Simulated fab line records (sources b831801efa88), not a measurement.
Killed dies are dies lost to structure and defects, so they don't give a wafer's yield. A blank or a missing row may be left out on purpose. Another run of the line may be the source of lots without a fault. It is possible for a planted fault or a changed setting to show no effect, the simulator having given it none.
Which tool was responsible? ; flow sky130 ; 36 wafers from 12 lots sampled at 5 of the route's 708 steps

WHAT THE GAUGES READ, wafer by wafer
SKY_PWDE_OVL_MEAS_07.
lot;measured;on;PWDE_OVL (nm)
L875;day 3 22:17;overlay-02;2.2 1.9 -0.8
L879;day 5 01:23;overlay-02;-2.1 0.6 -0.4
L881;day 5 11:42;overlay-01;0.9 -0.8 1.1
L883;day 5 16:28;overlay-01;-2.8 -2.6 -2.4
L884;day 5 22:14;overlay-01;-0.8 -2.4 -0.8
L885;day 6 07:10;overlay-01;-3.0 -0.4 -1.4
L889;day 7 02:23;overlay-01;-1.8 -0.3 -3.4
L890;day 7 05:45;overlay-02;-2.4 -2.5 0.0
L891;day 7 11:47;overlay-02;0.4 2.7 1.6
L892;day 7 23:14;overlay-02;2.6 -0.2 -0.1
L893;day 8 06:29;overlay-02;0.9 -0.3 -0.1
L898;day 9 07:35;overlay-01;-1.0 0.6 0.3

SKY_VT_ADJUST_LVTN_TW_MEAS_21.
lot;measured;on;VT_ADJUST_LVTN_2_TW
L875;day 7 18:42;film metro-01;186.6 184.7 186.1
L879;day 9 03:02;film metro-03;183.5 183.5 184.2
L881;day 9 16:29;film metro-03;183.7 183.7 183.5
L883;day 9 22:29;film metro-01;185.9 184.8 186.8
L884;day 10 05:16;film metro-04;186.8 186.7 186.4
L885;day 10 16:23;film metro-01;184.0 185.2 184.4
L889;day 11 12:10;film metro-04;186.0 186.0 185.8
L890;day 11 19:28;film metro-04;186.3 186.0 186.4
L891;day 12 02:55;film metro-01;184.0 184.6 183.2
L892;day 12 17:09;film metro-03;185.0 185.4 185.5
L893;day 13 01:46;film metro-04;185.1 184.6 185.0
L898;day 14 06:31;film metro-03;184.6 184.5 184.2

SKY_VT_ADJUST_PCH_OVL_MEAS_07.
lot;measured;on;VT_ADJUST_PCH_OVL (nm)
L875;day 10 11:28;overlay-02;0.0 0.4 -0.3
L879;day 11 22:48;overlay-02;-2.3 0.3 0.5
L881;day 12 13:21;overlay-02;-0.9 -1.6 -0.9
L883;day 12 20:48;overlay-02;-3.0 -3.1 -1.3
L884;day 13 04:08;overlay-02;0.1 -2.0 -1.2
L885;day 13 14:56;overlay-02;0.3 -2.8 -0.9
L889;day 14 12:26;overlay-02;71.9 70.8 72.0
L890;day 14 20:33;overlay-01;72.6 70.2 70.0
L891;day 15 05:11;overlay-01;72.3 72.6 71.1
L892;day 15 19:53;overlay-02;-0.4 0.0 -2.2
L893;day 16 07:06;overlay-01;71.3 69.9 72.5
L898;day 17 17:48;overlay-01;-1.9 1.1 -2.0

TOOL THAT RAN EACH LOT (tool first, then ch and the chambers of the sampled wafers, then the start)
lot;SKY_VT_ADJUST_LVTN_STRIP_20;SKY_VT_ADJUST_PCH_EXPOSE_04
L875;plasma asher-03 ch 0,1, day 7 18:35;iline stepper-02 ch 0, day 10 00:22
L879;plasma asher-01 ch 0,1, day 9 02:56;iline stepper-02 ch 0, day 11 11:18
L881;plasma asher-03 ch 0,1, day 9 16:23;iline stepper-01 ch 0, day 12 01:51
L883;plasma asher-02 ch 0,1, day 9 22:22;iline stepper-01 ch 0, day 12 08:25
L884;plasma asher-03 ch 0,1, day 10 05:10;iline stepper-01 ch 0, day 12 16:14
L885;plasma asher-03 ch 0,1, day 10 16:18;iline stepper-01 ch 0, day 13 03:13
L889;plasma asher-02 ch 0,1, day 11 12:04;iline stepper-01 ch 0, day 14 00:35
L890;plasma asher-01 ch 0,1, day 11 19:22;iline stepper-01 ch 0, day 14 08:09
L891;plasma asher-03 ch 0,1, day 12 02:49;iline stepper-01 ch 0, day 14 16:38
L892;plasma asher-01 ch 0, day 12 17:02;iline stepper-02 ch 0, day 15 06:43
L893;plasma asher-02 ch 0,1, day 13 01:40;iline stepper-01 ch 0, day 15 17:07
L898;plasma asher-03 ch 0,1, day 14 06:25;iline stepper-02 ch 0, day 17 03:16
- SKY_VT_ADJUST_LVTN_STRIP_20: strips in O2/N2.
- SKY_VT_ADJUST_PCH_EXPOSE_04: exposes mask NWM, target cd 840 nm.

WHAT THE TOOLS THEMSELVES READ (means of the sampled wafers that have a number; where no wafer has one, the mark that the record gives instead)
SKY_VT_ADJUST_LVTN_STRIP_20.
lot;tool;drypump motor current A (A);oes product au (a.u.);strip time to endpoint s (s)
L875;plasma asher-03;5.1;0.716;14.23
L879;plasma asher-01;5.5;0.714;14.14
L881;plasma asher-03;5.1;0.713;14.19
L883;plasma asher-02;5.5;0.720;14.22
L884;plasma asher-03;5.1;0.712;14.24
L885;plasma asher-03;5.5;0.714;14.19
L889;plasma asher-02;5.5;0.716;14.21
L890;plasma asher-01;5.5;0.716;14.21
L891;plasma asher-03;5.5;0.719;14.20
L892;plasma asher-01;6.0;0.715;14.25
L893;plasma asher-02;5.4;0.717;14.23
L898;plasma asher-03;5.5;0.719;14.21

SKY_VT_ADJUST_PCH_EXPOSE_04.
lot;tool;stage vel mm s (mm/s)
L875;iline stepper-02;500.08
L879;iline stepper-02;500.22
L881;iline stepper-01;500.01
L883;iline stepper-01;500.08
L884;iline stepper-01;500.25
L885;iline stepper-01;500.06
L889;iline stepper-01;499.77
L890;iline stepper-01;500.11
L891;iline stepper-01;499.72
L892;iline stepper-02;499.69
L893;iline stepper-01;499.90
L898;iline stepper-02;499.79

THE ANSWER, worked out from the rows above alone
Rule: the lots themselves supply what counts as usual. The widest of any qualifying gaps counts: lots, ordered by their means at a reading, are off when they make up no more than a third of the lots, leave a main group of 4 or more, and stand apart from it by 3 or more times the standard deviation of that group's means. The tables above print the reading to a certain number of digits; a main group whose means all agree to those digits is not used. Also off: a lot with no number at a reading for which 4 or more lots have one. Where the step has rows for the other lots, those lots are counted as sound. The gauges are gone through in route order, then the tools' own readings, and for those a lot's mean is taken as printed above. At the first step where some lot is off, the reading lying furthest off is the one used; lots without a number count as furthest.
Off: L889, L890, L891, L893, seen at SKY_VT_ADJUST_PCH_OVL_MEAS_07 (VT_ADJUST_PCH_OVL). The main group has a mean of -1.0 nm with a standard deviation of 0.66.
If a tool, at a process step before that reading, ran all the lots that are off and no sound lot after the first of them, it fits. Gauges at SKY_VT_ADJUST_PCH_OVL_MEAS_07: tried the same way as those tools. One fits: SKY_VT_ADJUST_PCH_EXPOSE_04 on iline stepper-01. Its last sound lot is L885 (day 13 03:13), its first lot that is off L889 (day 14 00:35): a fault that began between those two fits.

WHAT THE SIMULATOR HAD INSERTED
Scanner matching overlay: iline stepper-01, from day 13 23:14 on, at SKY_VT_ADJUST_PCH_EXPOSE_04. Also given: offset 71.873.
Lots struck among those shown: L889, L890, L891, L893. The rule given above showed the same thing.
